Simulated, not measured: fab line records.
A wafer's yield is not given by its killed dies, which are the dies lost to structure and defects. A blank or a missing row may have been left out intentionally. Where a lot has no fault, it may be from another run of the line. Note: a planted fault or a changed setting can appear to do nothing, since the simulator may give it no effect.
What tool caused it? -- flow gf180mcu -- Sampling: 13 lots, 39 wafers, 2 of 602 route steps

## WHAT THE GAUGES READ, wafer by wafer
GF_V3_BOW_MEAS_05.
lot,measured,on,V3_BOW (um)
L163,day 21 19:16,film_metro-03,107 100 111
L164,day 22 06:31,film_metro-01,119 130 114
L165,day 22 09:13,film_metro-01,113 119 112
L167,day 23 06:32,film_metro-02,123 130 127
L168,day 23 15:14,film_metro-02,102 114 126
L169,day 23 23:09,film_metro-01,127 120 117
L170,day 24 07:57,film_metro-01,114 124 119
L172,day 24 20:16,film_metro-01,126 116 122
L175,day 25 21:16,film_metro-01,111 115 113
L180,day 27 13:15,film_metro-03,112 112 105
L181,day 27 19:43,film_metro-03,114 113 124
L182,day 27 22:22,film_metro-03,114 103 111
L185,day 28 22:15,film_metro-02,108 111 118

GF_V3_THK_MEAS_25: measures by xrf.
lot,measured,on,V3_W_THK (nm)
L163,day 22 19:17,film_metro-03,351 342 349
L164,day 23 06:40,film_metro-03,351 346 350
L165,day 23 09:10,film_metro-02,342 339 347
L167,day 24 06:27,film_metro-03,335 337 332
L168,day 24 14:19,film_metro-01,343 346 342
L169,day 24 22:01,film_metro-03,344 340 338
L170,day 25 06:49,film_metro-01,336 340 342
L172,day 25 18:53,film_metro-03,345 346 346
L175,day 26 19:37,film_metro-03,349 353 345
L180,day 28 09:36,film_metro-01,334 337 334
L181,day 28 16:03,film_metro-01,350 343 341
L182,day 28 18:49,film_metro-02,337 343 340
L185,day 29 17:57,film_metro-01,338 339 331

## TOOL THAT RAN EACH LOT (tool first, then ch and the chambers of the sampled wafers, then the start)
The record holds no process step before these readings.

## AS READ BY THE TOOLS THEMSELVES (means over the sampled wafers that have a number; for cases with no such wafer, the mark the record gives instead)
The record holds no such reading with a usual standard deviation.

## THE ANSWER, worked out from the rows above alone
Rule: usual is defined by the lots themselves. The widest of any qualifying gaps counts: lots, ordered by their means at a reading, are off when they make up no more than a third of the lots, leave a main group of 4 or more, and stand apart from it by 3 or more times the standard deviation of that group's means. The tables above print the reading to a certain number of digits; a main group whose means all agree to those digits is not used. Also off: a lot with no number at a reading for which 4 or more lots have one. All remaining lots with rows at the step are treated as sound. The gauges are gone through in route order, then the tools' own readings, and for those a lot's mean is taken as printed above. The first step at which some lot is off is used, and at that step the reading that is off furthest; a lot without a number counts as furthest.
None of the lots is off at any reading shown; this tells nothing.

## WHAT THE SIMULATOR HAD PUT IN
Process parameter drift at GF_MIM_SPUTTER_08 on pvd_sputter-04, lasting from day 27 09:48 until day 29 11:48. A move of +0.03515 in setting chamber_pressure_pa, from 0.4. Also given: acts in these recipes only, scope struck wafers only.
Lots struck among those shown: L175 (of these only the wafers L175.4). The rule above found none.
